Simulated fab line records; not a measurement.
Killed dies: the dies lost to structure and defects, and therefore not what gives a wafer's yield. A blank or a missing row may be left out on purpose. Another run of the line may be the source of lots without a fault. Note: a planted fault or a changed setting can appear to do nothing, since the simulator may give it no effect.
A lot that was struck, set against a sound lot | flow sky130 | 15 steps out of a route of 708
Sound: wafers L980.3, L980.4, L980.6. Wafers struck: L985.2, L985.4, L985.6. The cause is named last.
For every step that has rows: the tool of each side, followed by ch and its chambers, followed by its first start. Under that, the readings that differ: sound wafers | struck wafers | difference of the means | sigmas: that difference in standard deviations of wafers without a fault.
alike: words and numbers the same on both sides, and readings whose means are apart by under 2 such deviations; not compared: readings that were withheld, readings missing a value for some wafer, numbers with overlapping values and no deviation given by the record, and bounds like >300 which may hide the same value.
A row with sigmas, a row that says differs or no value, or rows on one side alone: a step with any of these is where the two part. When numbers do not overlap yet have no deviation, they are printed without sigmas and do not part them. A reading that every wafer of one side lacks parts them only if that side has two wafers or more.

first, 5 steps without rows for these wafers: SKY_LI_CONTACT_COAT_07 (resist thk 450 nm); SKY_LI_CONTACT_SOFTBAKE_08 (time 90 s); SKY_LI_CONTACT_EXPOSE_09 (exposes mask LICM1, target cd 170 nm); SKY_LI_CONTACT_PEB_10; SKY_LI_CONTACT_DEVELOP_11 (develop time 60 s).
SKY_LI_CONTACT_CD_MEAS_12: target cd 170 nm.
  sound on cdSem-01, day 31 08:08; struck on cdSem-01, day 33 02:49
  alike: cdNm
SKY_LI_CONTACT_OVL_MEAS_13:
  sound on overlay-02, day 31 08:14; struck on overlay-01, day 33 02:56
  alike: LI_CONTACT_OVL
SKY_LI_CONTACT_ETCH_14: etches BARC in N2/H2, stops on SiO2, time 45.9 s, target depth 60 nm.
  sound on rieDiel-02 ch 0,2,3, day 31 08:15; struck on rieDiel-02 ch 0,1, day 33 02:58
  alike: drypumpMotorCurrentA, oesProductAu, throttleValvePct
  not compared: rfHoursCounterH
SKY_LI_CONTACT_ETCH_15: etches PSG in C4F8/O2/Ar, stops on Si, target depth 600 nm.
  sound on rieDiel-02 ch 0,2,3, day 31 08:17; struck on rieDiel-02 ch 0,1, day 33 03:00
  alike: oesProductAu
SKY_LI_CONTACT_STRIP_16: strips in O2/N2.
  sound on plasmaAsher-03 ch 0,1, day 31 08:25; struck on plasmaAsher-03 ch 0,1, day 33 03:05
  alike: drypumpMotorCurrentA, oesProductAu, stripTimeToEndpointS
  not compared: rfHoursCounterH
then, 2 steps without rows for these wafers: SKY_LI_CONTACT_CLEAN_17 (cleans in NMP, time 600 s); SKY_LI_CONTACT_PRE_CLEAN_18 (time 5.6 s).
SKY_LI_CONTACT_SPUTTER_19: material Ti, target thk 20 nm, time 106.37 s.
  sound on pvdSputter-01, day 31 08:41; struck on pvdSputter-01, day 33 03:23
  no value came back on the struck wafers for cathodeDcPowerW (W), chamberPressurePa (Pa), throttleValvePct (%); on the sound wafers cathodeDcPowerW (W) reads 2499.8 2500.8 2500.0
SKY_LI_CONTACT_SPUTTER_20: material TiN, target thk 20 nm, time 80 s.
  sound on pvdSputter-01, day 31 08:46; struck on pvdSputter-01, day 33 03:27
  alike: cathodeDcPowerW, chamberPressurePa, throttleValvePct
-- the record jumps here: 16 days lie between the struck wafers' starts before and after (it left off in module LI_CONTACT and takes up again in module PAD_OPEN, whose first step shown is number 708 of the route) --
SKY_PAD_OPEN_PROBE_99:
  sound on prober-02, day 47 09:19; struck on prober-01, day 48 16:49
reading          | sound    | struck      | difference | sigmas
killedAtContacts | 26 20 25 | 425 432 434 | +407       | +78
killedDies       | 86 80 93 | 492 492 492 | +406       | +47
killedOnRim      | 12 15 22 | 96 96 96    | +80        | +22
  alike: killed_at_M0_to_M3, killed_at_M4_up, killedAtFrontEnd, killedAtOther, killedOpen, killedShort

== WHERE THEY PART ==
First at SKY_LI_CONTACT_SPUTTER_19; last, within this record, at SKY_PAD_OPEN_PROBE_99.

WHY: what had been put in by the simulator
Beginning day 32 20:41, the whole step at SKY_LI_CONTACT_SPUTTER_19 was skipped on pvdSputter-01. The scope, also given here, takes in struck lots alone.
